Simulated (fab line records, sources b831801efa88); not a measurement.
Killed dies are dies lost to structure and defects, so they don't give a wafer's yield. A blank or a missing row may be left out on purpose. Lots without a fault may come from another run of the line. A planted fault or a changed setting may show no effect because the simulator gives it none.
Which tool did it? | flow sky130 | 11 lots, 33 wafers sampled, at 2 steps of a route of 708

WHAT THE GAUGES READ, wafer by wafer
The record holds no reading of a measuring or inspecting step that can be judged against a usual standard deviation.

WHICH TOOL RAN EACH LOT (tool, then ch and the chambers of the sampled wafers, then the start)
lot  | SKY_FIELD_ISO_ETCH_17           | SKY_PAD_OPEN_PROBE_99
L563 | rie_si-02 ch 0,1, day 2 05:45   | prober-01, day 45 20:16
L564 | rie_si-01 ch 0,1,2, day 2 09:07 | prober-02, day 46 07:59
L565 | rie_si-02 ch 0,2,3, day 2 16:09 | prober-02, day 46 23:28
L566 | rie_si-01 ch 0,1,3, day 2 22:37 | prober-01, day 46 19:10
L572 | rie_si-01 ch 0,1,2, day 4 05:00 | prober-02, day 48 06:16
L573 | rie_si-01 ch 1,3, day 4 09:45   | prober-01, day 48 13:46
L576 | rie_si-02 ch 0,2,3, day 5 01:24 | prober-02, day 49 16:22
L579 | rie_si-02 ch 0,1, day 5 17:09   | prober-01, day 49 17:28
L582 | rie_si-02 ch 0,1,3, day 6 08:57 | prober-01, day 50 06:46
L584 | rie_si-02 ch 0,1,2, day 6 19:31 | prober-02, day 50 14:31
L586 | rie_si-02 ch 0,1,2, day 7 04:21 | prober-01, day 51 03:21
- SKY_FIELD_ISO_ETCH_17: etches Si in HBr/Cl2/O2, target depth 342 nm, time 97.7 s.
- SKY_PAD_OPEN_PROBE_99

WHAT THE TOOLS THEMSELVES READ (means of the sampled wafers that have a number; where no wafer has one, the mark that the record gives instead)
SKY_FIELD_ISO_ETCH_17.
lot  | tool      | drypump_motor_current_A (A) | mfc_cl2_sccm (sccm) | oes_product_au (a.u.) | run_length_s (s) | throttle_valve_pct (%)
L563 | rie_si-02 | 5.4                         | 40.08               | 0.993                 | 126.3            | 25.662
L564 | rie_si-01 | 5.5                         | 39.98               | 1.010                 | 125.8            | 25.653
L565 | rie_si-02 | 5.7                         | 40.11               | 0.985                 | 125.8            | 25.660
L566 | rie_si-01 | 5.3                         | 40.03               | 0.988                 | 125.4            | 25.666
L572 | rie_si-01 | 5.6                         | 40.05               | 1.001                 | 112.3            | 25.646
L573 | rie_si-01 | 5.4                         | 39.96               | 1.002                 | 112.3            | 25.653
L576 | rie_si-02 | 5.7                         | 40.01               | 1.004                 | 125.9            | 25.656
L579 | rie_si-02 | 5.2                         | 40.07               | 0.992                 | 126.4            | 25.664
L582 | rie_si-02 | 5.5                         | 40.06               | 1.002                 | 125.8            | 25.659
L584 | rie_si-02 | 5.4                         | 39.97               | 1.009                 | 125.8            | 25.653
L586 | rie_si-02 | 5.4                         | 39.92               | 0.993                 | 125.9            | 25.657

SKY_PAD_OPEN_PROBE_99.
lot  | tool      | killed_at_M0_to_M3 | killed_at_M4_up | killed_at_contacts | killed_at_front_end | killed_at_other | killed_dies | killed_open | killed_short
L563 | prober-01 | 41                 | 3.0             | 22                 | 13                  | 2.3             | 81          | 44          | 35
L564 | prober-02 | 40                 | 3.7             | 25                 | 16                  | 0.7             | 86          | 43          | 42
L565 | prober-02 | 52                 | 5.0             | 29                 | 16                  | 1.0             | 103         | 61          | 42
L566 | prober-01 | 44                 | 3.7             | 23                 | 13                  | 1.3             | 85          | 49          | 35
L572 | prober-02 | 39                 | 4.3             | 23                 | 15                  | 0.7             | 82          | 48          | 34
L573 | prober-01 | 44                 | 5.0             | 19                 | 11                  | 0.0             | 80          | 43          | 37
L576 | prober-02 | 43                 | 3.0             | 17                 | 20                  | 0.7             | 83          | 46          | 37
L579 | prober-01 | 34                 | 3.3             | 21                 | 18                  | 0.0             | 77          | 43          | 33
L582 | prober-01 | 43                 | 3.3             | 19                 | 18                  | 0.3             | 83          | 41          | 43
L584 | prober-02 | 42                 | 4.0             | 16                 | 16                  | 0.0             | 79          | 38          | 40
L586 | prober-01 | 49                 | 3.3             | 21                 | 10                  | 0.3             | 84          | 46          | 38

THE ANSWER, worked out from the rows above alone
Rule: what is usual is taken from the lots themselves. Put in order of their means at a reading, lots are off if they are a third of the lots or fewer, leave a main group of 4 or more, and stand apart from it by a gap of 3 or more times the standard deviation of the main group's means; of several such gaps the widest counts. A main group whose means are all the same, to the digits that the tables above print for the reading, isn't used. A lot without any number at a reading at which 4 lots or more have one is off too. The other lots that the step has rows for count as sound. The gauges are gone through in route order, then the tools' own readings, and for those a lot's mean is taken as printed above. The first step at which some lot is off is used, and at that step the reading that is off furthest; a lot without a number counts as furthest.
Off: L572, L573, at SKY_FIELD_ISO_ETCH_17 (run_length_s). The main group: mean 125.9 s, standard deviation 0.28.
A tool fits if, at that step or a process step before it, it ran every lot that is off, and no sound lot after the first of them. One fits: rie_si-01 at SKY_FIELD_ISO_ETCH_17. Its last sound lot is L566 (day 2 22:37), its first lot that is off L572 (day 4 05:00): a fault that began between those two fits.
The tool's own readings at SKY_FIELD_ISO_ETCH_17 bear it out: on the lots that are off they differ by more than 5 times the standard deviation of the sound lots' means. run_length_s reads 112.3 s there against 125.9 s on the sound lots.

WHAT THE SIMULATOR HAD PUT IN
Process parameter drift: rie_si-01, from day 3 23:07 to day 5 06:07, at SKY_FIELD_ISO_ETCH_17. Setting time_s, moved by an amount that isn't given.
Lots struck among those shown: L572, L573. The rule above found the same.
